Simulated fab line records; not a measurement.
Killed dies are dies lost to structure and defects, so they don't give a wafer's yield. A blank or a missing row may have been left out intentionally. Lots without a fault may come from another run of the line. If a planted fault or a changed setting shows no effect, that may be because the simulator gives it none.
Matching of chambers / flow sky130 / SKY_POLY_GATE_ETCH_16 on rie_diel-04: 4 sister chambers
The step etches Si3N4 in CH3F/O2, stops on poly-Si, time 147.5 s, target depth 75 nm. 8 wafers are shown with their chamber, then 9 later ones without.

## EACH WAFER AND ITS CHAMBER
wafer=L081.5; chamber=2; throttle_valve_pct (%)=10.553; oes_product_au (a.u.)=0.640
wafer=L081.6; chamber=3; throttle_valve_pct (%)=10.536; oes_product_au (a.u.)=0.630
wafer=L091.3; chamber=1; throttle_valve_pct (%)=10.535; oes_product_au (a.u.)=0.642
wafer=L091.4; chamber=2; throttle_valve_pct (%)=10.536; oes_product_au (a.u.)=0.643
wafer=L091.5; chamber=0; throttle_valve_pct (%)=10.537; oes_product_au (a.u.)=0.642
wafer=L093.1; chamber=3; throttle_valve_pct (%)=10.532; oes_product_au (a.u.)=0.644
wafer=L093.2; chamber=0; throttle_valve_pct (%)=10.541; oes_product_au (a.u.)=0.641
wafer=L093.6; chamber=1; throttle_valve_pct (%)=10.530; oes_product_au (a.u.)=0.641

## WAFERS WITH NO CHAMBER GIVEN
wafer=L094.1; throttle_valve_pct (%)=10.538; oes_product_au (a.u.)=0.636
wafer=L094.3; throttle_valve_pct (%)=10.519; oes_product_au (a.u.)=0.630
wafer=L094.6; throttle_valve_pct (%)=10.551; oes_product_au (a.u.)=0.642
wafer=L096.3; throttle_valve_pct (%)=10.538; oes_product_au (a.u.)=0.638
wafer=L096.5; throttle_valve_pct (%)=10.537; oes_product_au (a.u.)=0.640
wafer=L096.6; throttle_valve_pct (%)=10.550; oes_product_au (a.u.)=0.644
wafer=L097.1; throttle_valve_pct (%)=10.532; oes_product_au (a.u.)=0.648
wafer=L097.2; throttle_valve_pct (%)=10.522; oes_product_au (a.u.)=0.644
wafer=L097.5; throttle_valve_pct (%)=10.538; oes_product_au (a.u.)=0.649

## CHAMBER TAKEN BY EACH
wafer=L094.1; from the rows above=can't be placed: 3 or 0 or 1 or 2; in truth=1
wafer=L094.3; from the rows above=can't be placed: 3 or 1 or 0 or 2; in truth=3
wafer=L094.6; from the rows above=can't be placed: 2 or 0 or 3 or 1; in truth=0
wafer=L096.3; from the rows above=can't be placed: 3 or 0 or 1 or 2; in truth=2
wafer=L096.5; from the rows above=can't be placed: 0 or 1 or 3 or 2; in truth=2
wafer=L096.6; from the rows above=can't be placed: 2 or 0 or 1 or 3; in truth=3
wafer=L097.1; from the rows above=can't be placed: 1 or 0 or 3 or 2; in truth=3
wafer=L097.2; from the rows above=can't be placed: 1 or 3 or 0 or 2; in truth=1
wafer=L097.5; from the rows above=can't be placed: 0 or 1 or 2 or 3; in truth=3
Correctly placed: 0 of 9. Can't be placed from these rows: 9 (the true chamber is among the candidates in 9). Placed wrongly: 0.
How it was worked out, from the rows above alone: a wafer's distance from a chamber is the root of the sum, over the readings, of the square of ((its reading less the chamber's mean) divided by the reading's scatter). If the next closest chamber is less than 2 further off than the closest, the wafer can't be placed; otherwise it belongs to the closest. Each chamber's mean is taken over the wafers shown for it. The scatter: the root of (the sum of the squares of (reading less its chamber's mean) over the shown wafers, divided by (wafers less chambers)).
